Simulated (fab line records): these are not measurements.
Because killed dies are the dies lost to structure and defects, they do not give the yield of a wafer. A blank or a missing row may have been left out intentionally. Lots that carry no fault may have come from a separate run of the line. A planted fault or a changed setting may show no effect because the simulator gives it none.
2 desks, one fault :: flow gf180mcu :: numbers are kept per desk, each desk with only its own; the story behind them comes last

AT THE METROLOGY DESK
Means of the sampled wafers that have a number, per lot and without regard to the tool the lot ran on: this is what the gauges read. Any lot whose mean is over 4 standard deviations away from the usual mean is out of limits and marked OUT; that distance is given in the brackets.
Columns: A = cd nm at GF_M1_CD_MEAS_14, usual 230.1 nm; B = M1_OVL at GF_M1_OVL_MEAS_15, usual -1 nm; C = V1_CVD_00_THK at GF_V1_THK_MEAS_01, usual 601 nm; D = V1_CVD_02_THK at GF_V1_THK_MEAS_03, usual 848 nm; E = V1_BOW at GF_V1_BOW_MEAS_05, usual 80 um
lot: L701
first seen here: day 17 06:51
A: 231.1
B: 0
C: 601
D: 846
E: 81

lot: L702
first seen here: day 17 16:20
A: 229.4
B: -3
C: 601
D: 856
E: 79

lot: L710
first seen here: day 21 02:09
A: 229.3
B: -4
C: 594
D: 842
E: 87

lot: L716
first seen here: day 23 00:49
A: 230.8
B: 2
C: 596
D: 1115 (+28) OUT
E: 73

lot: L717
first seen here: day 23 06:34
A: 230.1
B: 0
C: 606
D: 1111 (+28) OUT
E: 87

lot: L723
first seen here: day 25 07:07
A: 230.6
B: -5
C: 606
D: 848
E: 81
Per this desk, out of limits: L716, L717; the first was L716, day 23 01:56 (V1_CVD_02_THK at GF_V1_THK_MEAS_03). Within limits: L701, L702, L710, L723.

FOR THE TOOL OWNER'S DESK: pecvd-03
The tool's own readings at GF_V1_CVD_02 (deposits SiO2 from TEOS, target thk 850 nm, time 94.851 s): means of the sampled wafers that have a number, for each lot that ran on this tool. Any lot whose mean is over 4 standard deviations away from the usual mean is out of limits and marked OUT; that distance is given in the brackets.
Columns: A = heater power w at GF_V1_CVD_02, usual 730 W; B = run length s at GF_V1_CVD_02, usual 123.0 s
lot: L701
first seen here: day 17 07:47
A: 734
B: 122.8

lot: L716
first seen here: day 23 01:52
A: 752
B: 151.8 (+51) OUT

lot: L717
first seen here: day 23 07:32
A: 731
B: 152.7 (+53) OUT
This desk's finding: out of limits on L716, L717; first on L716, day 23 01:52 (run length s at GF_V1_CVD_02). Within limits: L701.

PUT TOGETHER
An alarm could have come from the tool owner's desk at day 23 01:52, on L716, L717.
L716, L717 would have let the metrology desk raise an alarm at day 23 01:56.
GF_V1_CVD_02 was run on pecvd-03 by each of the lots named.

WHAT THE SIMULATOR HAD PUT IN
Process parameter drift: pecvd-03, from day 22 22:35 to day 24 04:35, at GF_V1_CVD_02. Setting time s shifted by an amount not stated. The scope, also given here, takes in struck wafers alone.
Struck lots among those shown: L716, L717.
Fault start to first reading out of limits, in hours, per desk: tool owner, 3; metrology, 3.
